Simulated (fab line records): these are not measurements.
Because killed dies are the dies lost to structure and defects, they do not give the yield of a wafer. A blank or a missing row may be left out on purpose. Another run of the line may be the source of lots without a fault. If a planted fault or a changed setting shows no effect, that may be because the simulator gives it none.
Matching of chambers	flow sky130	4 sister chambers for SKY_VIA1_ETCH_15 on rie-diel-02
The step etches SiO2 in C4F8/O2/Ar, stops on TiN, target depth 351 nm, time 54 s. 33 wafers are shown with their chamber, then 12 later ones without.

== WAFERS, EACH WITH ITS CHAMBER ==
wafer	chamber	oes-product-au (a.u.)
L075.1	2	0.983
L075.3	1	0.985
L075.5	0	0.984
L076.2	3	0.989
L076.3	1	0.989
L076.4	0	0.976
L078.1	3	0.981
L078.2	2	0.986
L078.3	0	0.980
L078.4	1	0.981
L078.5	2	0.977
L078.6	1	0.971
L079.1	3	0.989
L079.2	1	0.990
L079.3	2	0.978
L079.4	0	0.981
L079.5	2	0.979
L079.6	3	0.983
L081.2	1	0.992
L081.3	2	0.981
L081.6	0	0.977
L082.2	2	0.988
L082.3	0	0.979
L082.4	1	0.987
L083.2	0	0.980
L083.3	2	0.987
L083.5	0	0.971
L086.1	1	0.989
L086.2	0	0.978
L086.3	2	0.977
L086.4	3	0.992
L086.5	3	0.986
L086.6	0	0.984

SIGNATURES (averages over the wafers above)
reading	chamber 0	chamber 1	chamber 2	chamber 3	scatter within a chamber
oes-product-au	0.97900	0.98550	0.98178	0.98667	0.00489
Rule: a wafer lies at a distance from a chamber equal to the root of the sum of squares, over the readings, of (its reading less the chamber's mean, divided by the reading's scatter). The wafer belongs to the nearest chamber; if the next one is less than 2 further off, it can't be placed. How the scatter is found: for the shown wafers, subtract from each reading the mean of its chamber, square and add these, divide the total by (wafers less chambers), then take the root.

== WAFERS WITHOUT THEIR CHAMBER ==
wafer	oes-product-au (a.u.)
L090.1	0.985
L090.3	0.987
L090.5	0.986
L091.1	0.985
L091.3	0.985
L091.4	0.979
L094.1	0.987
L094.2	0.985
L094.6	0.979
L097.1	0.985
L097.2	0.975
L097.5	0.985

== THE CHAMBER EACH PASSED THROUGH ==
wafer	from the rows above	in truth
L090.1	can't be placed: 1 or 3 or 2 or 0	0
L090.3	can't be placed: 3 or 1 or 2 or 0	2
L090.5	can't be placed: 1 or 3 or 2 or 0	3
L091.1	can't be placed: 1 or 3 or 2 or 0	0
L091.3	can't be placed: 1 or 3 or 2 or 0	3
L091.4	can't be placed: 0 or 2 or 1 or 3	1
L094.1	can't be placed: 3 or 1 or 2 or 0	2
L094.2	can't be placed: 1 or 3 or 2 or 0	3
L094.6	can't be placed: 0 or 2 or 1 or 3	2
L097.1	can't be placed: 1 or 3 or 2 or 0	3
L097.2	can't be placed: 0 or 2 or 1 or 3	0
L097.5	can't be placed: 1 or 3 or 2 or 0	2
Placed correctly: 0 of 12. Can't be placed from these rows: 12 (the true chamber is among the candidates in 12). Number placed wrongly: 0.
